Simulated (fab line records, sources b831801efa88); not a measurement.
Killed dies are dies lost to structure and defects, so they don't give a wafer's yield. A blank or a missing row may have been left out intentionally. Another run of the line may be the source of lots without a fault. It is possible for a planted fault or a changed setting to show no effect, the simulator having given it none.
Matching of chambers + flow gf180mcu + GF_V4_CMP_26 on cmp-01 has 4 sister chambers
The step polishes, stops on SiO2, t overpolish 15 s, target thk 0 nm. 4 wafers are shown with their chamber, then 10 later ones without.

EACH WAFER AND ITS CHAMBER
| wafer  | chamber | time_to_endpoint_s (s) |
|--------|---------|------------------------|
| L212.1 | 2       | 93                     |
| L212.2 | 0       | 84                     |
| L215.3 | 3       | 90                     |
| L215.4 | 1       | 86                     |

WAFERS WITHOUT THEIR CHAMBER
| wafer  | time_to_endpoint_s (s) |
|--------|------------------------|
| L215.5 | 93                     |
| L216.2 | 90                     |
| L216.3 | 94                     |
| L216.6 | 92                     |
| L222.1 | 88                     |
| L222.3 | 88                     |
| L222.5 | 82                     |
| L223.2 | 88                     |
| L223.3 | 85                     |
| L223.5 | 92                     |

WHICH CHAMBER EACH WENT THROUGH
| wafer  | from the rows above          | in truth                   |
|--------|------------------------------|----------------------------|
| L215.5 | 2                            | 2                          |
| L216.2 | 3                            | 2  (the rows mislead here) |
| L216.3 | 2                            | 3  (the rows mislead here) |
| L216.6 | can't be placed: 2 or 3      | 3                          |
| L222.1 | can't be placed: 1 or 3 or 0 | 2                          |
| L222.3 | can't be placed: 1 or 3 or 0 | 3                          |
| L222.5 | can't be placed: 0 or 1      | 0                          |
| L223.2 | can't be placed: 1 or 3 or 0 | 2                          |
| L223.3 | can't be placed: 0 or 1      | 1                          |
| L223.5 | can't be placed: 2 or 3      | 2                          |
Correct placement for 1 of the 10. Not placeable from these rows: 7 (in 5, the candidates include the true chamber). 2 placed wrongly.
How it was worked out, from the rows above alone: a wafer's distance from a chamber is the root of the sum, over the readings, of the square of ((its reading less the chamber's mean) divided by the reading's scatter). The wafer belongs to the nearest chamber; if the next one is less than 2 further off, it can't be placed. For every chamber, the mean is computed from those of its wafers that are shown. The scatter (one wafer shown for each chamber): square how far every hidden wafer sits from the nearest shown wafer, average those squares and take the square root.
